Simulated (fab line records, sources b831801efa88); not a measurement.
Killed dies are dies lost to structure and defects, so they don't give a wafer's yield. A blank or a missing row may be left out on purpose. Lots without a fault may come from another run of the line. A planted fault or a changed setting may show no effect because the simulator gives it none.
Which tool did it? | flow sky130 | 11 lots, 33 wafers sampled, at 1 step of a route of 708

WHAT THE GAUGES READ, wafer by wafer
SKY_METAL2_CD_MEAS_15: target cd 140 nm.
lot  | measured     | on        | cd_nm (nm)
L121 | day 35 04:51 | cd_sem-01 | 143.9 144.4 144.1
L123 | day 35 17:10 | cd_sem-01 | 139.9 140.9 140.8
L127 | day 38 01:08 | cd_sem-01 | 142.1 141.2 142.4
L132 | day 38 18:08 | cd_sem-02 | 137.8 139.4 138.5
L133 | day 38 22:25 | cd_sem-02 | 142.0 142.4 143.1
L134 | day 39 13:29 | cd_sem-02 | 140.4 139.5 139.0
L137 | day 40 01:34 | cd_sem-02 | 138.6 139.5 138.0
L139 | day 40 16:06 | cd_sem-02 | 139.9 139.4 139.2
L141 | day 41 09:41 | cd_sem-01 | 141.6 141.3 141.8
L142 | day 41 12:57 | cd_sem-02 | 142.6 142.0 142.0
L143 | day 41 19:37 | cd_sem-02 | 138.1 138.9 139.3

WHICH TOOL RAN EACH LOT (tool, then ch and the chambers of the sampled wafers, then the start)
The record holds no process step before these readings.

THE ANSWER, worked out from the rows above alone
Rule: what is usual is taken from the lots themselves. Put in order of their means at a reading, lots are off if they are a third of the lots or fewer, leave a main group of 4 or more, and stand apart from it by a gap of 3 or more times the standard deviation of the main group's means; of several such gaps the widest counts. A main group whose means are all the same, to the digits that the tables above print for the reading, isn't used. A lot without any number at a reading at which 4 lots or more have one is off too. The other lots that the step has rows for count as sound.
No lot is off at any reading shown: from this, nothing can be told.

WHAT THE SIMULATOR HAD PUT IN
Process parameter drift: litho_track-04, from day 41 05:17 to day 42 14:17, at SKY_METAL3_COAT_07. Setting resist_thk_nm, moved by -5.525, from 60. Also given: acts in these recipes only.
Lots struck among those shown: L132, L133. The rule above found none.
